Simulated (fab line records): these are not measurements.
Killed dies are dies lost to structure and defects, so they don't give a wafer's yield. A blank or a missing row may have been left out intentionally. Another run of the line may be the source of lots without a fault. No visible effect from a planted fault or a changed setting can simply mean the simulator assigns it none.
The tool behind it: which one?	flow sky130	72 wafers from 24 lots sampled at 4 of the route's 708 steps

== WHAT THE GAUGES SHOWED, per wafer ==
SKY_CONTACT_RS_MEAS_25: measures by four-point-probe.
lot	measured	on	CONTACT_W_RS (ohm/sq)
L074	day 31 12:35	film_metro-04	0.336 0.331 0.332
L075	day 31 20:43	film_metro-03	0.332 0.338 0.333
L076	day 32 03:49	film_metro-03	0.342 0.334 0.337
L077	day 32 15:02	film_metro-03	0.339 0.332 0.332
L078	day 32 21:19	film_metro-04	0.335 0.339 0.332
L079	day 33 00:55	film_metro-04	0.342 0.342 0.340
L080	day 33 07:11	film_metro-03	0.336 0.333 0.330
L081	day 33 20:35	film_metro-01	0.333 0.337 0.333
L083	day 34 12:09	film_metro-03	0.337 0.337 0.337
L082	day 34 14:08	film_metro-01	0.332 0.336 0.336
L084	day 34 23:25	film_metro-04	0.338 0.335 0.337
L085	day 35 13:11	film_metro-03	0.336 0.338 0.338
L086	day 35 19:28	film_metro-04	0.332 0.339 0.336
L087	day 35 22:00	film_metro-04	0.341 0.337 0.338
L088	day 36 00:22	film_metro-03	0.338 0.338 0.340
L089	day 36 17:28	film_metro-04	0.335 0.335 0.341
L090	day 36 18:44	film_metro-03	0.338 0.335 0.336
L091	day 37 06:28	film_metro-01	0.335 0.336 0.339
L092	day 37 13:46	film_metro-03	0.330 0.328 0.326
L093	day 38 06:35	film_metro-04	0.342 0.339 0.344
L094	day 38 08:44	film_metro-03	0.336 0.332 0.332
L095	day 38 12:47	film_metro-03	0.335 0.340 0.334
L096	day 38 16:47	film_metro-04	0.336 0.337 0.335
L097	day 38 20:21	film_metro-03	0.336 0.340 0.336

SKY_METAL3_OVL_MEAS_14.
lot	measured	on	METAL3_OVL (nm)
L074	day 38 13:31	overlay-01	-8 -9 -11
L075	day 38 22:23	overlay-01	-4 -4 -9
L076	day 39 03:44	overlay-01	-11 0 -7
L077	day 39 12:26	overlay-02	0 -7 -11
L078	day 39 19:19	overlay-02	-7 -7 -11
L079	day 39 23:11	overlay-02	0 1 -2
L080	day 40 03:47	overlay-01	-9 -9 -14
L081	day 40 15:52	overlay-01	3 3 -6
L083	day 41 06:55	overlay-01	-2 -13 -6
L082	day 41 07:31	overlay-02	-5 -9 -10
L084	day 41 15:43	overlay-02	-8 -16 2
L085	day 42 06:23	overlay-01	-1 1 3
L086	day 42 09:55	overlay-02	-3 0 0
L087	day 42 13:14	overlay-01	4 0 7
L088	day 42 15:08	overlay-02	-9 -9 -9
L089	day 43 06:58	overlay-02	-8 -5 -6
L090	day 43 07:29	overlay-01	0 -6 -4
L091	day 43 17:40	overlay-01	-13 -6 -15
L092	day 43 21:01	overlay-01	5 3 0
L093	day 44 14:49	overlay-01	-11 -8 -8
L094	day 44 15:16	overlay-01	-8 -13 -7
L095	day 44 20:35	overlay-02	-3 -1 -2
L096	day 44 21:37	overlay-02	6 2 -2
L097	day 45 00:07	overlay-01	-6 -9 -8

== WHAT TOOL EACH LOT RAN ON (gives the tool, then ch and the chambers of the sampled wafers, and finally the start) ==
lot	SKY_POLY_CUT_ETCH_11	SKY_CONTACT_ETCH_17
L074	rie_diel-03 ch 1,2, day 24 01:05	rie_diel-02 ch 0,1,3, day 31 11:41
L075	rie_diel-04 ch 1,2,3, day 24 08:19	rie_diel-02 ch 0,1,3, day 31 19:50
L076	rie_diel-04 ch 1,2, day 24 16:50	rie_diel-04 ch 1,2, day 32 02:58
L077	rie_diel-03 ch 1,3, day 25 04:56	rie_diel-01 ch 1,2, day 32 14:10
L078	rie_diel-03 ch 0,3, day 25 11:41	rie_diel-01 ch 0,3, day 32 20:28
L079	rie_diel-01 ch 0,1,2, day 25 15:26	rie_diel-01 ch 0,1,3, day 33 00:02
L080	rie_diel-04 ch 1,2,3, day 25 23:05	rie_diel-04 ch 0,2, day 33 06:20
L081	rie_diel-04 ch 1,2,3, day 26 11:50	rie_diel-04 ch 1,2, day 33 19:43
L083	rie_diel-01 ch 2,3, day 27 05:17	rie_diel-04 ch 0,1,2, day 34 11:14
L082	rie_diel-03 ch 2,3, day 27 06:23	rie_diel-01 ch 0,2,3, day 34 13:08
L084	rie_diel-04 ch 1,3, day 27 16:41	rie_diel-01 ch 0,2,3, day 34 22:32
L085	rie_diel-03 ch 0,1,2, day 28 08:01	rie_diel-04 ch 0,1, day 35 12:19
L086	rie_diel-03 ch 0,2,3, day 28 10:53	rie_diel-02 ch 1,2, day 35 18:35
L087	rie_diel-04 ch 0,1,2, day 28 15:52	rie_diel-04 ch 1,2,3, day 35 21:01
L088	rie_diel-04 ch 1,3, day 28 18:56	rie_diel-02 ch 0,1, day 35 23:31
L089	rie_diel-01 ch 0,1,2, day 29 11:05	rie_diel-04 ch 1,3, day 36 16:05
L090	rie_diel-04 ch 0,1,3, day 29 16:01	rie_diel-01 ch 0,1,3, day 36 17:49
L091	rie_diel-04 ch 0,1,2, day 30 03:07	rie_diel-01 ch 0,2, day 37 05:34
L092	rie_diel-04 ch 1,2,3, day 30 10:20	rie_diel-04 ch 0,2,3, day 37 12:52
L093	rie_diel-01 ch 0,1,3, day 31 05:58	rie_diel-01 ch 0,1, day 38 05:37
L094	rie_diel-03 ch 0,1, day 31 07:56	rie_diel-01 ch 0,2,3, day 38 07:49
L095	rie_diel-03 ch 1,2,3, day 31 14:05	rie_diel-02 ch 0,1,3, day 38 11:56
L096	rie_diel-04 ch 1,2,3, day 31 17:41	rie_diel-02 ch 1,2,3, day 38 15:52
L097	rie_diel-01 ch 0,1, day 31 20:29	rie_diel-01 ch 2,3, day 38 19:22
- SKY_POLY_CUT_ETCH_11: etches Si3N4 in CF4/CH2F2/Ar, stops on poly-Si, time 42.5 s, target depth 60 nm.
- SKY_CONTACT_ETCH_17: etches SiO2 in C4F8/O2/Ar, stops on Si3N4, target depth 340 nm.

== WHAT THE TOOLS THEMSELVES READ (means of the sampled wafers that have a number; where no wafer has one, the mark that the record gives instead) ==
SKY_POLY_CUT_ETCH_11.
lot	tool	drypump_motor_current_A (A)	oes_product_au (a.u.)	throttle_valve_pct (%)
L074	rie_diel-03	5.24	0.825	14.996
L075	rie_diel-04	5.86	0.834	14.989
L076	rie_diel-04	5.77	0.830	14.986
L077	rie_diel-03	5.72	0.823	14.993
L078	rie_diel-03	5.74	0.826	14.988
L079	rie_diel-01	5.88	0.831	14.997
L080	rie_diel-04	5.86	0.832	14.992
L081	rie_diel-04	5.85	0.831	14.987
L083	rie_diel-01	5.91	0.826	14.998
L082	rie_diel-03	5.66	0.833	14.988
L084	rie_diel-04	5.88	0.820	14.995
L085	rie_diel-03	5.32	0.821	14.995
L086	rie_diel-03	5.49	0.832	14.995
L087	rie_diel-04	5.78	0.821	14.990
L088	rie_diel-04	5.88	0.834	14.989
L089	rie_diel-01	5.88	0.826	14.986
L090	rie_diel-04	5.91	0.817	14.989
L091	rie_diel-04	5.79	0.831	14.993
L092	rie_diel-04	5.87	0.827	14.992
L093	rie_diel-01	5.61	0.836	14.995
L094	rie_diel-03	5.37	0.828	15.003
L095	rie_diel-03	5.46	0.832	14.993
L096	rie_diel-04	5.86	0.835	14.995
L097	rie_diel-01	5.62	0.834	15.001

SKY_CONTACT_ETCH_17.
lot	tool	oes_product_au (a.u.)
L074	rie_diel-02	0.886
L075	rie_diel-02	0.890
L076	rie_diel-04	0.896
L077	rie_diel-01	0.893
L078	rie_diel-01	0.893
L079	rie_diel-01	0.888
L080	rie_diel-04	0.890
L081	rie_diel-04	0.888
L083	rie_diel-04	0.889
L082	rie_diel-01	0.891
L084	rie_diel-01	0.888
L085	rie_diel-04	0.888
L086	rie_diel-02	0.894
L087	rie_diel-04	0.895
L088	rie_diel-02	0.895
L089	rie_diel-04	0.895
L090	rie_diel-01	0.897
L091	rie_diel-01	0.889
L092	rie_diel-04	0.889
L093	rie_diel-01	0.890
L094	rie_diel-01	0.889
L095	rie_diel-02	0.893
L096	rie_diel-02	0.889
L097	rie_diel-01	0.890

== THE ANSWER, worked out from the rows above alone ==
Rule: the lots themselves supply what counts as usual. Put in order of their means at a reading, lots are off if they are a third of the lots or fewer, leave a main group of 4 or more, and stand apart from it by a gap of 3 or more times the standard deviation of the main group's means; of several such gaps the widest counts. A main group is skipped when, at the precision printed for the reading in the tables above, its means are all equal. A lot without any number at a reading at which 4 lots or more have one is off too. The other lots that the step has rows for count as sound. After the gauges, taken in route order, come the tools' own readings; for these a lot's mean is taken, as printed above. At the first step where some lot is off, the reading lying furthest off is the one used; lots without a number count as furthest.
No lot is off at any reading shown: from this, nothing can be told.

== WHAT THE SIMULATOR PUT IN ==
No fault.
